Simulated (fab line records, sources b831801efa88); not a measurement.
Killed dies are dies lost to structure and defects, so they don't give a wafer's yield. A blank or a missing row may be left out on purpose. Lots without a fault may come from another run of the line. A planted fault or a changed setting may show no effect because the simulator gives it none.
One fault seen from 2 desks | flow gf180mcu | each desk has only its own numbers; what lay behind them comes last

THE METROLOGY DESK
What the gauges read, lot by lot, whatever tool the lot ran on: means of the sampled wafers that have a number. A lot is out of limits, marked OUT, if its mean lies more than 4 standard deviations from the usual mean; the brackets give that distance.
Columns: A = VT_IMPLANT_02_OVL at GF_VT_IMPLANT_OVL_MEAS_29, usual -0.7 nm; B = VT_IMPLANT_3_TW at GF_VT_IMPLANT_TW_MEAS_32, usual 270; C = VT_IMPLANT_03_OVL at GF_VT_IMPLANT_OVL_MEAS_40, usual -0.7 nm
lot  | first seen here | A    | B   | C
L888 | day 6 20:07     | 0.5  | 272 | -0.8
L894 | day 8 10:32     | -0.1 | 266 | -0.3
L896 | day 9 00:39     | -0.3 | 271 | 0.0
L901 | day 10 13:52    | -0.4 | 270 | -1.0
L910 | day 12 20:58    | 0.1  | 267 | -0.8
L911 | day 13 06:22    | -1.8 | 271 | -0.3
This desk's finding: nothing out of limits on any of the 6 lots.

THE TOOL OWNER'S DESK: implanter-02
The tool's own readings at GF_VT_IMPLANT_IMPLANT_41: means of the sampled wafers that have a number, for each lot that ran on this tool. A lot is out of limits, marked OUT, if its mean lies more than 4 standard deviations from the usual mean; the brackets give that distance.
Columns: A = beam_energy_keV at GF_VT_IMPLANT_IMPLANT_41, usual 69.998
lot  | first seen here | A
L888 | day 7 12:15     | 70.018
L910 | day 13 17:25    | 66.697 (-99 or more) OUT
L911 | day 14 02:31    | 66.731 (-99 or more) OUT
This desk's finding: out of limits on L910, L911; first on L910, day 13 17:25 (beam_energy_keV at GF_VT_IMPLANT_IMPLANT_41). In limits: L888.

PUT TOGETHER
The tool owner's desk could have raised an alarm at day 13 17:25, on L910, L911.
The metrology desk saw nothing out of limits.
The metrology desk has L910, L911 on record, within its limits.
Of the lots named, all ran GF_VT_IMPLANT_IMPLANT_41 on implanter-02.

WHAT THE SIMULATOR HAD PUT IN
Process parameter drift: implanter-02, from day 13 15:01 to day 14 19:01, at GF_VT_IMPLANT_IMPLANT_41. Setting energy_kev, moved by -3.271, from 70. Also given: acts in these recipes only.
Lots struck among those shown: L910, L911.
Hours from the fault's start to each desk's first reading out of limits: the tool owner's desk, 2.
